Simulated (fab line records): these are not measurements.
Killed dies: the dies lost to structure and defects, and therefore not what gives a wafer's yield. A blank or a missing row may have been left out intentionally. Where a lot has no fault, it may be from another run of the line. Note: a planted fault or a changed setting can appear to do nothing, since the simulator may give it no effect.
Struck lot and sound lot, side by side + flow sky130 + 16 out of 708 route steps
Sound: the wafers L149.2, L149.3, L149.6. Wafers L152.1, L152.3, L152.4 were the ones struck. At the end, the cause is stated.
Each step with rows lists, per side, the tool, then ch with its chambers, then its first start. Under that, the readings that differ: sound wafers + struck wafers + difference of the means + sigmas: that difference in standard deviations of wafers without a fault.
alike: readings whose means differ by less than 2 such deviations, and words and numbers that are the same on both sides. not compared: withheld readings, readings that some wafer has no value for, bounds like >300 that may hide the same value, and numbers for which the record gives no deviation and whose values overlap.
The two part at a step that has a row with sigmas, a row that says differs or no value, or rows on one side only. When numbers do not overlap yet have no deviation, they are printed without sigmas and do not part them. Lack of a reading on every wafer of one side parts them only where that side has two or more wafers.

SKY_SPACER_THK_MEAS_01:
  struck on film-metro-02, day 25 05:07; sound on film-metro-02, day 23 14:25
  alike: SPACER_CVD_00_THK
SKY_SPACER_ETCHBACK_02: etches Si3N4 in CH3F/O2, stops on SiO2, time 46.7 s, target depth 45 nm.
  sound on rie-diel-02 ch 1,2,3, day 23 14:28; struck on rie-diel-04 ch 0,1,2, day 25 05:11
  alike: drypump-motor-current-A, oes-product-au, throttle-valve-pct
  not compared: rf-hours-counter-h
then, 8 steps without rows for these wafers: SKY_POLY_CUT_DEHYDRATE_00 (time 60 s); SKY_POLY_CUT_HMDS_01 (prime time 60 s); SKY_POLY_CUT_COAT_02 (resist thk 60 nm); SKY_POLY_CUT_COAT_03 (resist thk 450 nm); SKY_POLY_CUT_SOFTBAKE_04 (time 90 s); SKY_POLY_CUT_EXPOSE_05 (exposes mask NPCM, target cd 270 nm); SKY_POLY_CUT_PEB_06; SKY_POLY_CUT_DEVELOP_07 (develop time 60 s).
SKY_POLY_CUT_CD_MEAS_08: target cd 270 nm.
  struck on cd-sem-01, day 26 11:37; sound on cd-sem-01, day 24 18:32
  alike: cd-nm
SKY_POLY_CUT_OVL_MEAS_09:
  struck on overlay-01, day 26 11:44; sound on overlay-02, day 24 18:38
  alike: POLY_CUT_OVL
SKY_POLY_CUT_ETCH_10: etches BARC in N2/H2, stops on SiO2, time 45.9 s, target depth 60 nm.
  sound on rie-diel-02 ch 0,2,3, day 24 18:40; struck on rie-diel-02 ch 0,1,2, day 26 11:46
  no value came back on the struck wafers for any of 5 readings (bias-w (W), chamber-pressure-mTorr (mTorr) and others); on the sound wafers bias-w (W) reads 100.18 99.74 100.15
| reading                                         | sound             | struck            | difference | sigmas |
|-------------------------------------------------|-------------------|-------------------|------------|--------|
| model.KrF-thick_of_POLY_CUT_COAT_03.thk-nm (nm) | 406.8 406.8 406.8 | 435.8 437.3 436.6 | +29.8      |        |
  not compared: rf-hours-counter-h
SKY_POLY_CUT_ETCH_11: etches Si3N4 in CF4/CH2F2/Ar, stops on poly-Si, time 42.5 s, target depth 60 nm.
  sound on rie-diel-02 ch 0,2,3, day 24 18:43; struck on rie-diel-02 ch 0,1,2, day 26 11:49
| reading                | sound                | struck               | difference | sigmas |
|------------------------|----------------------|----------------------|------------|--------|
| oes-product-au (a.u.)  | 0.828 0.824 0.833    | 0.372 0.378 0.378    | -0.452     | -75    |
| throttle-valve-pct (%) | 15.004 14.991 15.000 | 14.965 14.952 14.943 | -0.045     | -5     |
  alike: bias-w, cf4-flow-sccm, drypump-motor-current-A
  not compared: rf-hours-counter-h
SKY_POLY_CUT_STRIP_12: strips in O2/N2.
  sound on plasma-asher-03 ch 0,1, day 24 18:46; struck on plasma-asher-03 ch 0,1, day 26 11:52
| reading                      | sound             | struck            | difference | sigmas |
|------------------------------|-------------------|-------------------|------------|--------|
| oes-product-au (a.u.)        | 0.450 0.454 0.454 | 0.461 0.469 0.465 | +0.012     | +3     |
| strip-time-to-endpoint-s (s) | 5.334 5.353 5.355 | 5.625 5.665 5.637 | +0.295     | +20    |
  alike: drypump-motor-current-A
  not compared: rf-hours-counter-h
-- record jumps: 21 days separate the struck wafers' starts on either side; left off in module POLY_CUT, taken up again in module PAD_OPEN, whose first shown step is the route's number 708 --
SKY_PAD_OPEN_PROBE_99:
  struck on prober-02, day 47 06:37; sound on prober-02, day 45 17:13
| reading             | sound | struck      | difference | sigmas |
|---------------------|-------|-------------|------------|--------|
| killed-at-front-end | 12 15 | 424 436 415 | +412       | +89    |
| killed-dies         | 85 91 | 492 492 492 | +404       | +46    |
| killed-on-rim       | 20 17 | 96 96 96    | +78        | +22    |
  alike: killed_at_M0_to_M3, killed_at_M4_up, killed-at-contacts, killed-at-other, killed-open, killed-short

== WHERE THEY PART ==
Earliest at SKY_POLY_CUT_ETCH_10; latest, in this record, at SKY_PAD_OPEN_PROBE_99.

WHY: what the simulator had put in
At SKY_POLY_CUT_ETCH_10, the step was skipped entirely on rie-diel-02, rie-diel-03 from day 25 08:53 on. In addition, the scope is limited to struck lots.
